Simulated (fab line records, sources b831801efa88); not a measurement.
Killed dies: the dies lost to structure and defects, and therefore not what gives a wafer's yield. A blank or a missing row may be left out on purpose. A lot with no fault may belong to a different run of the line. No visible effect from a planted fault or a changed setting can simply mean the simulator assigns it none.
Matching of chambers | flow gf180mcu | cmp-02 running GF_V5_CMP_04: 4 sister chambers
The step polishes SiO2. 8 wafers are shown with their chamber, then 9 later ones without.

## WAFERS WITH THEIR CHAMBER
wafer  | chamber | motor current A (A)
L944.4 | 3       | 12.0
L946.2 | 2       | 11.9
L948.4 | 1       | 14.2
L948.6 | 3       | 12.8
L953.4 | 1       | 13.4
L954.3 | 0       | 11.2
L954.4 | 2       | 11.7
L954.6 | 0       | 11.5

## WAFERS MISSING THEIR CHAMBER
wafer  | motor current A (A)
L963.1 | 13.9
L963.2 | 12.1
L963.3 | 11.3
L965.2 | 11.1
L965.4 | 12.5
L965.6 | 14.5
L966.2 | 12.0
L966.5 | 13.6
L966.6 | 11.8

## WHICH CHAMBER EACH ONE RAN IN
wafer  | from the rows above          | in truth
L963.1 | 1                            | 1
L963.2 | can't be placed: 2 or 3 or 0 | 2
L963.3 | can't be placed: 0 or 2      | 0
L965.2 | can't be placed: 0 or 2      | 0
L965.4 | can't be placed: 3 or 2      | 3
L965.6 | 1                            | 1
L966.2 | can't be placed: 2 or 3 or 0 | 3
L966.5 | 1                            | 1
L966.6 | can't be placed: 2 or 0 or 3 | 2
Correct placement for 3 of the 9. These rows do not allow placing 6 (true chamber among the candidates in 6). Wrongly placed: 0.
How it was worked out, from the rows above alone: a wafer's distance from a chamber is the root of the sum, over the readings, of the square of ((its reading less the chamber's mean) divided by the reading's scatter). The wafer belongs to the nearest chamber; if the next one is less than 2 further off, it can't be placed. The mean given for a chamber averages the wafers shown for that chamber. The scatter: take each reading less its chamber's mean, square it, sum over the shown wafers, divide by the number of wafers less the number of chambers, and take the root.
